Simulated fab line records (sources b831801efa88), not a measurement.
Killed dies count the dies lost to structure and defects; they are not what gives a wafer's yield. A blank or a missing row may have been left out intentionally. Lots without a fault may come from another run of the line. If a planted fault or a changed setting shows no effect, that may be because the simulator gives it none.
The tool behind it: which one?    flow sky130    24 lots, 72 wafers sampled, at 4 steps of a route of 708

WHAT EACH GAUGE READ, for each wafer
SKY_SPACER_THK_MEAS_01.
lot   measured      on             SPACER_CVD_00_THK (nm)
L074  day 23 03:42  film-metro-03  42.5 42.3 42.9
L075  day 23 15:08  film-metro-01  43.3 43.2 43.3
L076  day 23 19:07  film-metro-02  42.9 43.1 43.1
L077  day 24 07:17  film-metro-02  42.7 42.7 42.7
L078  day 24 17:27  film-metro-03  43.0 43.0 42.8
L079  day 24 20:45  film-metro-02  42.9 42.6 42.8
L080  day 25 07:52  film-metro-03  42.4 42.9 42.4
L081  day 25 15:08  film-metro-01  44.0 43.5 43.2
L082  day 26 03:42  film-metro-02  43.0 43.3 43.2
L083  day 26 09:55  film-metro-03  43.4 42.8 43.1
L084  day 26 17:19  film-metro-01  43.8 43.2 44.1
L085  day 27 02:19  film-metro-03  43.6 43.3 43.5
L086  day 27 11:39  film-metro-01  43.1 43.2 43.3
L087  day 27 17:00  film-metro-03  43.9 43.7 43.5
L088  day 28 01:11  film-metro-02  43.3 43.1 43.7
L089  day 28 11:35  film-metro-03  43.2 43.4 43.4
L090  day 28 16:47  film-metro-02  43.5 43.3 43.6
L091  day 29 05:28  film-metro-01  42.2 42.5 42.5
L092  day 29 13:07  film-metro-03  43.4 43.6 43.5
L093  day 29 16:50  film-metro-02  43.0 42.4 42.6
L094  day 30 01:40  film-metro-01  42.8 42.8 43.1
L095  day 30 07:53  film-metro-03  43.6 43.5 43.3
L096  day 30 13:10  film-metro-03  43.5 43.6 43.6
L097  day 31 06:27  film-metro-01  42.5 42.6 42.5

SKY_LI_CONTACT_OVL_MEAS_13.
lot   measured      on          LI_CONTACT_OVL (nm)
L074  day 29 08:39  overlay-01  7 -1 0
L075  day 29 18:22  overlay-02  -6 0 -10
L076  day 29 22:33  overlay-02  -2 3 -8
L077  day 30 10:56  overlay-01  -12 -4 -7
L078  day 30 19:19  overlay-01  -4 -2 10
L079  day 30 22:33  overlay-02  -14 -12 -11
L080  day 31 07:18  overlay-01  4 4 8
L081  day 31 15:35  overlay-02  -3 5 0
L082  day 32 03:49  overlay-02  1 3 4
L083  day 32 09:30  overlay-02  1 -2 7
L084  day 32 15:08  overlay-01  -1 -1 0
L085  day 33 00:03  overlay-01  -15 -13 -13
L086  day 33 07:18  overlay-02  -1 2 -4
L087  day 33 14:21  overlay-02  1 2 7
L088  day 33 21:28  overlay-01  1 -9 1
L089  day 34 06:22  overlay-02  -12 1 -5
L090  day 34 12:21  overlay-01  7 11 2
L091  day 34 23:07  overlay-01  -3 -8 -2
L092  day 35 06:37  overlay-01  3 11 9
L093  day 35 10:24  overlay-02  -7 -6 -6
L094  day 35 18:08  overlay-01  -5 -1 -4
L095  day 36 00:15  overlay-01  3 1 4
L096  day 36 06:13  overlay-01  0 6 1
L097  day 36 22:12  overlay-02  -4 3 10

SKY_VIA1_CD_MEAS_12: the cd target is 150 nm.
lot   measured      on         cd-nm (nm)
L074  day 34 03:41  cd-sem-02  151.3 150.7 149.7
L075  day 34 14:02  cd-sem-01  150.2 149.2 151.9
L076  day 34 18:23  cd-sem-02  146.8 147.8 146.1
L077  day 35 04:55  cd-sem-02  152.7 150.8 151.0
L078  day 35 12:20  cd-sem-02  147.9 148.8 148.7
L079  day 35 15:41  cd-sem-02  147.4 147.1 147.6
L080  day 36 00:29  cd-sem-02  150.0 153.0 151.4
L081  day 36 09:11  cd-sem-01  149.1 150.3 149.5
L082  day 36 21:46  cd-sem-01  149.9 150.1 148.5
L083  day 37 02:51  cd-sem-01  152.5 151.6 152.5
L084  day 37 08:32  cd-sem-02  150.5 153.1 152.1
L085  day 37 15:48  cd-sem-02  151.8 154.0 152.3
L086  day 37 22:38  cd-sem-02  149.1 148.9 149.5
L087  day 38 06:04  cd-sem-02  147.7 147.0 147.9
L088  day 38 13:19  cd-sem-01  149.1 148.2 149.0
L089  day 38 21:44  cd-sem-02  147.6 146.4 146.2
L090  day 39 02:12  cd-sem-01  150.7 150.6 149.0
L091  day 39 13:14  cd-sem-01  147.7 149.2 148.2
L092  day 39 18:23  cd-sem-02  148.4 148.8 150.0
L093  day 39 22:36  cd-sem-02  149.3 148.4 147.5
L094  day 40 07:38  cd-sem-02  152.7 149.8 151.8
L095  day 40 12:41  cd-sem-02  151.2 151.8 153.2
L096  day 40 18:23  cd-sem-02  150.3 149.1 149.1
L097  day 41 08:46  cd-sem-01  150.2 150.6 149.8

TOOL THAT RAN EACH LOT (tool first, then ch and the chambers of the sampled wafers, then the start)
lot   SKY_FIELD_ISO_ETCH_14
L074  rie-diel-03 ch 0,2,3, day 2 06:27
L075  rie-diel-01 ch 0,1,2, day 2 12:27
L076  rie-diel-01 ch 0,3, day 2 16:39
L077  rie-diel-01 ch 0,1, day 2 20:18
L078  rie-diel-02 ch 0,1, day 3 01:48
L079  rie-diel-02 ch 0,2,3, day 3 06:06
L080  rie-diel-01 ch 1,2,3, day 3 11:21
L081  rie-diel-01 ch 0,1,3, day 3 16:09
L082  rie-diel-03 ch 1,2, day 3 23:15
L083  rie-diel-03 ch 1,2,3, day 4 04:47
L084  rie-diel-03 ch 0,2,3, day 4 08:41
L085  rie-diel-02 ch 2,3, day 4 14:16
L086  rie-diel-01 ch 1,2,3, day 4 19:26
L087  rie-diel-03 ch 0,2, day 5 01:09
L088  rie-diel-02 ch 1,2,3, day 5 05:39
L089  rie-diel-03 ch 0,1, day 5 09:48
L090  rie-diel-03 ch 0,1, day 5 16:45
L091  rie-diel-02 ch 0,1, day 5 21:35
L092  rie-diel-03 ch 0,2,3, day 6 04:11
L093  rie-diel-03 ch 0,2,3, day 6 06:57
L094  rie-diel-02 ch 0,2,3, day 6 12:32
L095  rie-diel-03 ch 2,3, day 6 17:29
L096  rie-diel-01 ch 0,2, day 6 22:47
L097  rie-diel-02 ch 1,2,3, day 7 04:15
- SKY_FIELD_ISO_ETCH_14: etches BARC in N2/H2, stops on SiO2, time 45.9 s, target depth 60 nm.

AS READ BY THE TOOLS THEMSELVES (means over the sampled wafers that have a number; for cases with no such wafer, the mark the record gives instead)
SKY_FIELD_ISO_ETCH_14.
lot   tool         drypump-motor-current-A (A)  n2-flow-sccm (sccm)  oes-product-au (a.u.)  throttle-valve-pct (%)
L074  rie-diel-03  5.4                          100.2                0.860                  13.227
L075  rie-diel-01  5.6                          100.0                0.856                  13.220
L076  rie-diel-01  5.6                          99.5                 0.853                  13.220
L077  rie-diel-01  5.6                          99.8                 0.855                  13.228
L078  rie-diel-02  5.9                          100.0                0.856                  13.217
L079  rie-diel-02  6.0                          100.0                0.854                  13.218
L080  rie-diel-01  5.6                          100.1                0.856                  13.219
L081  rie-diel-01  5.6                          99.8                 0.853                  13.220
L082  rie-diel-03  6.1                          100.1                0.854                  13.230
L083  rie-diel-03  5.8                          100.0                0.856                  13.220
L084  rie-diel-03  5.4                          99.7                 0.857                  13.231
L085  rie-diel-02  5.7                          99.9                 0.856                  13.219
L086  rie-diel-01  5.6                          99.9                 0.852                  13.214
L087  rie-diel-03  5.6                          99.8                 0.856                  13.221
L088  rie-diel-02  5.6                          99.9                 0.853                  13.223
L089  rie-diel-03  5.9                          99.9                 0.854                  13.222
L090  rie-diel-03  5.9                          100.0                0.852                  13.227
L091  rie-diel-02  6.2                          100.2                0.854                  13.213
L092  rie-diel-03  5.5                          99.9                 0.856                  13.225
L093  rie-diel-03  5.4                          99.9                 0.852                  13.222
L094  rie-diel-02  6.0                          99.9                 0.852                  13.219
L095  rie-diel-03  5.5                          100.2                0.857                  13.224
L096  rie-diel-01  5.6                          100.3                0.853                  13.235
L097  rie-diel-02  5.6                          99.9                 0.853                  13.219

THE ANSWER, worked out from the rows above alone
Rule: usual is defined by the lots themselves. The widest of any qualifying gaps counts: lots, ordered by their means at a reading, are off when they make up no more than a third of the lots, leave a main group of 4 or more, and stand apart from it by 3 or more times the standard deviation of that group's means. A main group whose means are all the same, to the digits that the tables above print for the reading, isn't used. Also off: a lot with no number at a reading for which 4 or more lots have one. Any other lot the step has rows for is counted as sound. After the gauges, taken in route order, come the tools' own readings; for these a lot's mean is taken, as printed above. At the first step where some lot is off, the reading lying furthest off is the one used; lots without a number count as furthest.
No lot is off at any reading shown: from this, nothing can be told.

WHAT WAS PUT IN BY THE SIMULATOR
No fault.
